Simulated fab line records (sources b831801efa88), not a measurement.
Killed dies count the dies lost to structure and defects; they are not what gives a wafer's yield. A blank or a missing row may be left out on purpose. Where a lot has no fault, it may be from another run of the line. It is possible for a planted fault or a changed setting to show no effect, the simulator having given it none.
Split-lot study ; flow gf180mcu ; 5 lots, 23 wafers read, on a route of 602 steps

## SPLIT DETAILS
At GF_PASSIVATION_CVD_00 (deposits SiO2 from TEOS, target thk 1000 nm, time 111.95 s), the setting time_s was moved away from the recipe's 111.95 s on 6 of the 23 wafers read, by -14.1% to +8.6%. For the rest of the wafers, this setting stayed at what the recipe calls for.

There is no step in the file separating the split from the reading.

## THE READING
PASSIVATION_CVD_00_THK in nanometres, read at GF_PASSIVATION_THK_MEAS_01. Fault-free wafers of this fab line usually give 998 nm, standard deviation 13 nm.

wafer;tool, chamber at the split;time_s as run, s;against the recipe;PASSIVATION_CVD_00_THK, nm;against lot-mates on the recipe
L076.2;pecvd-02, 2;111.95;recipe;999;-
L076.3;pecvd-02, 1;111.95;recipe;981;-
L076.4;pecvd-02, 0;111.95;recipe;995;-
L077.1;pecvd-01, 2;121.6;+8.6%;1063;+83
L077.2;pecvd-01, 1;121.6;+8.6%;1056;+76
L077.3;pecvd-01, 0;111.95;recipe;977;-
L077.4;pecvd-01, 0;111.95;recipe;983;-
L077.5;pecvd-01, 1;121.6;+8.6%;1076;+96
L080.1;pecvd-03, 2;111.95;recipe;984;-
L080.2;pecvd-03, 0;111.95;recipe;999;-
L080.3;pecvd-03, 1;111.95;recipe;993;-
L080.4;pecvd-03, 2;111.95;recipe;1014;-
L080.6;pecvd-03, 1;111.95;recipe;1004;-
L082.1;pecvd-03, 0;111.95;recipe;990;-
L082.2;pecvd-03, 1;111.95;recipe;984;-
L082.3;pecvd-03, 2;96.21;-14.1%;841;-146
L082.4;pecvd-03, 0;96.21;-14.1%;870;-117
L082.6;pecvd-03, 1;96.21;-14.1%;850;-137
L083.2;pecvd-01, 2;111.95;recipe;990;-
L083.3;pecvd-01, 0;111.95;recipe;984;-
L083.4;pecvd-01, 0;111.95;recipe;992;-
L083.5;pecvd-01, 1;111.95;recipe;1010;-
L083.6;pecvd-01, 2;111.95;recipe;1001;-

FIT RESULTS
A straight line over all 23 wafers: PASSIVATION_CVD_00_THK changes by +9.44 nm for each +1% of time_s; r = +0.98; the points scatter about the line by 11 nm.
The same after taking each lot's own level away (the mean of its wafers on the recipe; 23 wafers): +9.6 nm for each +1%; r = +0.99; scatter 9.3 nm.
On that fit, the largest move of time_s shifts the reading by 1.3e+02 nm.
The span of the lots' own levels, 980.0 to 998.8 nm, comes to 1.4 times the standard deviation stated above.
The two slopes agree, so the slope changes little with the lot-to-lot level.
Check: with one of the wafers moved furthest among these (-14.1%) left out of the fit, the line predicts -130 nm for it against its lot-mates. It came out at -146 nm against them.

## ADDITIONAL SPLITS CARRIED BY THESE WAFERS
These wafers also went through other splits before the reading. Each is held against what the fit with the lots' levels taken away leaves over:
other split on the same wafers;wafers away from the commonest value;r with PASSIVATION_CVD_00_THK (lot level and that fit taken away)
GF_V4_ETCH_17 bias_w;6;-0.02
GF_V4_CVD_23 pressure_torr;10;+0.01
GF_MIM_SPUTTER_09 power_w;9;-0.01
GF_MIM_EXPOSE_16 dose_mj;9;+0.14
GF_V5_CMP_04 leave_above_ref_nm;4;-0.03
GF_V5_SOFTBAKE_10 time_s;7;+0.13
GF_V5_SPUTTER_21 time_s;10;+0.14
GF_TOP_METAL_COAT_09 resist_thk_nm;4;+0.33

## THE WHOLE CHAIN: every reading that the file lists as answering this split, in the file's order
step;what it does;reading;change (the file's fit);r (the file's)
GF_PASSIVATION_CVD_00;deposits SiO2 from TEOS, target thk 1000 nm, time 111.95 s;SiO2_of_PASSIVATION_CVD_00.thk_nm (the simulator's own value, which no gauge read);+9.57 nm for each +1% of the setting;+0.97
GF_PASSIVATION_THK_MEAS_01;;PASSIVATION_CVD_00_THK;+9.57 for each +1% of the setting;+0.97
GF_PASSIVATION_ETCH_11;etches the open film in CF4/O2, stops on TiN, target depth 1800 nm, time 400 s;PASSIVATION.feature_depth_nm (the simulator's own value, which no gauge read);+8.81 nm for each +1% of the setting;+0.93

## THE FILE'S OWN FIT
PASSIVATION_CVD_00_THK changes by +9.57 nm for each +1% of time_s, r = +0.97.
